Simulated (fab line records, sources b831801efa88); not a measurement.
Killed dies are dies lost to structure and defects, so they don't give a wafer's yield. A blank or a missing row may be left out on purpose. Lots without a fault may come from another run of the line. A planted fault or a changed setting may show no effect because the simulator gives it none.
Which tool did it? | flow sky130 | 13 lots, 39 wafers sampled, at 4 steps of a route of 708

WHAT THE GAUGES READ, wafer by wafer
SKY_VIA2_BOW_MEAS_03. Usual: VIA2_BOW 86 um, standard deviation 8.1.
lot  | measured     | on            | VIA2_BOW (um) | flag
L618 | day 35 01:31 | film_metro-02 | 83 87 85      |
L621 | day 35 15:13 | film_metro-04 | 91 83 82      |
L622 | day 36 05:38 | film_metro-02 | 77 78 81      |
L623 | day 36 14:36 | film_metro-04 | 79 79 79      |
L625 | day 36 21:52 | film_metro-04 | 89 80 85      |
L627 | day 37 21:39 | film_metro-03 | 93 73 74      |
L634 | day 40 14:44 | film_metro-02 | 82 81 82      |
L636 | day 41 07:29 | film_metro-02 | 96 94 88      |
L637 | day 41 09:04 | film_metro-02 | 71 90 90      |
L638 | day 41 14:11 | film_metro-02 | 83 82 90      |
L639 | day 41 14:41 | film_metro-04 | 89 90 95      |
L640 | day 42 01:35 | film_metro-02 | 96 99 79      |
L641 | day 42 06:08 | film_metro-02 | 95 92 85      |

SKY_VIA3_CD_MEAS_12: target cd 200 nm. Usual: cd_nm 200.1 nm, standard deviation 1.4.
lot  | measured     | on        | cd_nm (nm)        | flag
L618 | day 39 13:56 | cd_sem-02 | 197.8 196.1 196.8 |
L621 | day 40 01:40 | cd_sem-02 | 199.5 201.4 202.2 |
L622 | day 40 14:37 | cd_sem-02 | 201.2 200.6 200.6 |
L623 | day 41 00:43 | cd_sem-02 | 200.4 199.6 200.4 |
L625 | day 41 06:55 | cd_sem-02 | 198.6 200.4 200.9 |
L627 | day 42 03:35 | cd_sem-02 | 200.7 201.9 201.2 |
L634 | day 44 13:12 | cd_sem-02 | 200.0 200.8 201.7 |
L636 | day 45 05:32 | cd_sem-02 | 198.3 197.7 199.4 |
L637 | day 45 07:30 | cd_sem-02 | 201.0 199.7 200.0 |
L638 | day 45 11:55 | cd_sem-02 | 199.1 199.3 197.7 |
L639 | day 45 11:32 | cd_sem-01 | 201.4 200.0 199.0 |
L640 | day 45 21:55 | cd_sem-01 | 201.8 202.4 201.6 |
L641 | day 46 02:39 | cd_sem-01 | 199.0 199.6 200.6 |

SKY_METAL5_RS_MEAS_05: measures by four-point-probe. Usual: METAL5_ALCU_RS 0.02723 ohm/sq, standard deviation 0.00029.
lot  | measured     | on            | METAL5_ALCU_RS (ohm/sq) | flag
L618 | day 42 19:26 | film_metro-04 | 0.02723 0.02702 0.02704 |
L621 | day 43 06:08 | film_metro-01 | 0.02747 0.02733 0.02735 |
L622 | day 43 18:38 | film_metro-01 | 0.02756 0.02693 0.0275  |
L623 | day 44 04:10 | film_metro-01 | 0.02763 0.02727 0.02759 |
L625 | day 44 09:14 | film_metro-01 | 0.02769 0.02763 0.0279  |
L627 | day 45 05:15 | film_metro-01 | 0.02702 0.02691 0.02699 |
L634 | day 47 07:58 | film_metro-01 | 0.02698 0.02697 0.02705 |
L636 | day 48 00:14 | film_metro-02 | 0.02746 0.02687 0.02739 |
L637 | day 48 00:32 | film_metro-04 | 0.02703 0.02728 0.02748 |
L638 | day 48 04:35 | film_metro-01 | 0.02737 0.02679 0.02737 |
L639 | day 48 05:06 | film_metro-04 | 0.0271 0.02708 0.02724  |
L640 | day 48 13:54 | film_metro-02 | 0.02693 0.02748 0.027   |
L641 | day 48 19:34 | film_metro-02 | 0.02694 0.02731 0.02666 |

WHICH TOOL RAN EACH LOT (tool, then ch and the chambers of the sampled wafers, then the start)
lot  | SKY_VIA1_HDPCVD_00
L618 | hdpcvd-01 ch 0,1, day 32 16:10
L621 | hdpcvd-01 ch 0,2, day 33 05:40
L622 | hdpcvd-01 ch 0,1,2, day 33 20:02
L623 | hdpcvd-02 ch 0,1, day 34 06:03
L625 | hdpcvd-02 ch 0,1,2, day 34 13:35
L627 | hdpcvd-01 ch 0,1, day 35 14:22
L634 | hdpcvd-02 ch 0,2, day 38 09:22
L636 | hdpcvd-02 ch 0,1,2, day 39 03:09
L637 | hdpcvd-02 ch 0,1, day 39 04:25
L638 | hdpcvd-02 ch 0,2, day 39 09:37
L639 | hdpcvd-01 ch 0,1, day 39 11:51
L640 | hdpcvd-01 ch 1,2, day 39 21:29
L641 | hdpcvd-02 ch 0,1,2, day 40 02:25
- SKY_VIA1_HDPCVD_00: deposits SiO2, target thk 1030 nm, time 171.7 s.

WHAT THE TOOLS THEMSELVES READ (means of the sampled wafers that have a number; where no wafer has one, the mark that the record gives instead)
The record holds no such reading with a usual standard deviation.

THE ANSWER, worked out from the rows above alone
Rule: a lot is off if the mean of its wafers that have a number lies more than 3 standard deviations from the usual mean. A lot without any number at a reading at which 4 lots or more have one is off too. The other lots that the step has rows for count as sound. The gauges are gone through in route order, then the tools' own readings, and for those a lot's mean is taken as printed above. The first step at which some lot is off is used, and at that step the reading that is off furthest; a lot without a number counts as furthest.
No lot is off at any reading shown: from this, nothing can be told.

WHAT THE SIMULATOR HAD PUT IN
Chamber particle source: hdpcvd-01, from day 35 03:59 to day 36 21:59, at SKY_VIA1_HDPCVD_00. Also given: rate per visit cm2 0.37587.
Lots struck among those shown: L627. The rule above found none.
